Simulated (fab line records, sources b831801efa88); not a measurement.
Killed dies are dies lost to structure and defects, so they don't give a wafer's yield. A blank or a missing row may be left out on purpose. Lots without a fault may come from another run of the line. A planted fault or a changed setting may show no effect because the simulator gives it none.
A struck lot beside a sound one | flow sky130 | 44 steps out of a route of 708
Sound: wafers L292.1, L292.3, L292.5. Struck: wafers L303.2, L303.3, L303.6. The cause comes at the end.
At each step with rows: each side's tool, then ch and its chambers, then its first start. Under that, the readings that differ: sound wafers | struck wafers | difference of the means | sigmas: that difference in standard deviations of wafers without a fault.
alike: readings whose means differ by less than 2 such deviations, and words and numbers that are the same on both sides. not compared: withheld readings, readings that some wafer has no value for, bounds like >300 that may hide the same value, and numbers for which the record gives no deviation and whose values overlap.
The two part at a step that has a row with sigmas, a row that says differs or no value, or rows on one side only. Numbers that don't overlap but have no deviation are shown without sigmas and don't part them. A reading that every wafer of one side lacks parts them only if that side has two wafers or more.

first, 2 steps without rows for these wafers: SKY_DNWELL_DEVELOP_06 (develop time 60 s); SKY_DNWELL_IMPLANT_07.
SKY_DNWELL_STRIP_08: strips in O2/N2.
  sound on plasma_asher-02 ch 0,1, day 3 18:41; struck on plasma_asher-01 ch 0,1, day 6 10:23
  reading             | sound          | struck         | difference | sigmas
  o2_flow_sccm (sccm) | 2987 2995 2998 | 3019 3012 3022 | +24        | +3
  alike: drypump_motor_current_A, n2_flow_sccm, oes_product_au, strip_time_to_endpoint_s
  not compared: rf_hours_counter_h
SKY_DNWELL_TW_MEAS_09:
  sound on film_metro-03, day 3 18:47; struck on film_metro-03, day 6 10:30
  alike: DNWELL_TW
then, 7 steps without rows for these wafers: SKY_PWDE_DEHYDRATE_00 (time 60 s); SKY_PWDE_HMDS_01 (prime time 60 s); SKY_PWDE_COAT_02 (resist thk 3000 nm); SKY_PWDE_SOFTBAKE_03; SKY_PWDE_EXPOSE_04 (exposes mask PWDEM, target cd 840 nm); SKY_PWDE_PEB_05; SKY_PWDE_DEVELOP_06 (develop time 60 s).
SKY_PWDE_OVL_MEAS_07:
  sound on overlay-02, day 4 12:05; struck on overlay-02, day 7 06:27
  alike: PWDE_OVL
SKY_PWDE_IMPLANT_08:
  sound on implanter-02 ch 0, day 4 12:08; struck on implanter-04 ch 0, day 7 06:30
  reading       | sound                         | struck                        | difference | sigmas
  dose_ions_cm2 | 3.604e+12 3.602e+12 3.602e+12 | 3.666e+12 3.673e+12 3.665e+12 | +6.533e+10 | +20
SKY_PWDE_STRIP_09: strips in O2/N2.
  sound on plasma_asher-01 ch 0,1, day 4 12:17; struck on plasma_asher-01 ch 0,1, day 7 06:38
  alike: drypump_motor_current_A, n2_flow_sccm, o2_flow_sccm, oes_product_au, strip_time_to_endpoint_s
  not compared: rf_hours_counter_h
SKY_PWDE_TW_MEAS_10:
  sound on film_metro-02, day 4 12:23; struck on film_metro-02, day 7 06:44
  alike: PWDE_TW
then, 7 steps without rows for these wafers: SKY_NWELL_DEHYDRATE_03 (time 60 s); SKY_NWELL_HMDS_04 (prime time 60 s); SKY_NWELL_COAT_05 (resist thk 3000 nm); SKY_NWELL_SOFTBAKE_06; SKY_NWELL_EXPOSE_07 (exposes mask NWM, target cd 840 nm); SKY_NWELL_PEB_08; SKY_NWELL_DEVELOP_09 (develop time 60 s).
SKY_NWELL_OVL_MEAS_10:
  sound on overlay-01, day 5 05:20; struck on overlay-01, day 8 02:14
  alike: NWELL_00_OVL
then, 3 steps without rows for these wafers: SKY_NWELL_IMPLANT_11; SKY_NWELL_IMPLANT_12; SKY_NWELL_IMPLANT_13.
SKY_NWELL_STRIP_14: strips in O2/N2.
  sound on plasma_asher-01 ch 0,1, day 5 05:49; struck on plasma_asher-01 ch 0, day 8 02:43
  alike: drypump_motor_current_A, n2_flow_sccm, o2_flow_sccm, oes_product_au, strip_time_to_endpoint_s
  not compared: rf_hours_counter_h
SKY_NWELL_TW_MEAS_15:
  sound on film_metro-02, day 5 05:55; struck on film_metro-03, day 8 02:49
  reading  | sound          | struck         | difference | sigmas
  NWELL_TW | 1838 1854 1852 | 1808 1816 1809 | -37        | -3
then, 7 steps without rows for these wafers: SKY_NWELL_DEHYDRATE_16 (time 60 s); SKY_NWELL_HMDS_17 (prime time 60 s); SKY_NWELL_COAT_18 (resist thk 3000 nm); SKY_NWELL_SOFTBAKE_19; SKY_NWELL_EXPOSE_20 (exposes mask NWM COMPLEMENT, target cd 840 nm); SKY_NWELL_PEB_21; SKY_NWELL_DEVELOP_22 (develop time 60 s).
SKY_NWELL_OVL_MEAS_23:
  sound on overlay-02, day 5 23:58; struck on overlay-02, day 9 00:11
  alike: NWELL_01_OVL
then, 1 step without rows for these wafers: SKY_NWELL_IMPLANT_24.
SKY_NWELL_STRIP_25: strips in O2/N2.
  sound on plasma_asher-02 ch 1, day 6 00:10; struck on plasma_asher-02 ch 0,1, day 9 00:22
  alike: drypump_motor_current_A, n2_flow_sccm, o2_flow_sccm, oes_product_au, strip_time_to_endpoint_s
  not compared: rf_hours_counter_h
SKY_NWELL_TW_MEAS_26:
  sound on film_metro-02, day 6 00:16; struck on film_metro-03, day 9 00:28
  alike: NWELL_2_TW
then, 1 step without rows for these wafers: SKY_NWELL_CLEAN_27 (cleans in SC1/SC2, time 150 s).
SKY_NWELL_RTA_28: time 30 s.
  sound on rtp_anneal-02 ch 0, day 6 00:22; struck on rtp_anneal-02 ch 0, day 9 00:35
  reading           | sound                | struck               | difference | sigmas
  ramp_down_c_per_s | 89.965 89.965 89.988 | 90.008 90.011 90.038 | +0.046     | +3
  alike: lamp_power_pct, wafer_temp_C_max
SKY_NWELL_RS_MEAS_29: measures by four-point-probe.
  sound on film_metro-03, day 6 00:28; struck on film_metro-02, day 9 00:42
  alike: NWELL_RS
SKY_NWELL_RS_MEAS_31: measures by four-point-probe.
  sound on film_metro-03, day 6 00:43; struck on film_metro-02, day 9 00:56
  reading          | sound          | struck         | difference | sigmas
  PWDE_RS (ohm/sq) | 5267 5269 5263 | 5227 5241 5208 | -41        | -2
-- the record jumps here: 41 days lie between the struck wafers' starts before and after (it left off in module NWELL and takes up again in module PAD_OPEN, whose first step shown is number 708 of the route) --
SKY_PAD_OPEN_PROBE_99:
  sound on prober-01, day 46 18:08; struck on prober-02, day 50 02:20
  reading                                   | sound          | struck         | difference | sigmas
  model.etest.res_pwde_under_gate.rs_ohm_sq | 6119 6117 6123 | 6073 6072 6010 | -68        |
  alike: killed_at_M0_to_M3, killed_at_M4_up, killed_at_contacts, killed_at_front_end, killed_at_other, killed_dies, killed_open, killed_short

WHERE THEY PART
First at SKY_DNWELL_STRIP_08; last, within this record, at SKY_NWELL_RS_MEAS_31. Later steps at which nothing parts them and some readings are alike: SKY_PAD_OPEN_PROBE_99.

WHY: what the simulator had put in
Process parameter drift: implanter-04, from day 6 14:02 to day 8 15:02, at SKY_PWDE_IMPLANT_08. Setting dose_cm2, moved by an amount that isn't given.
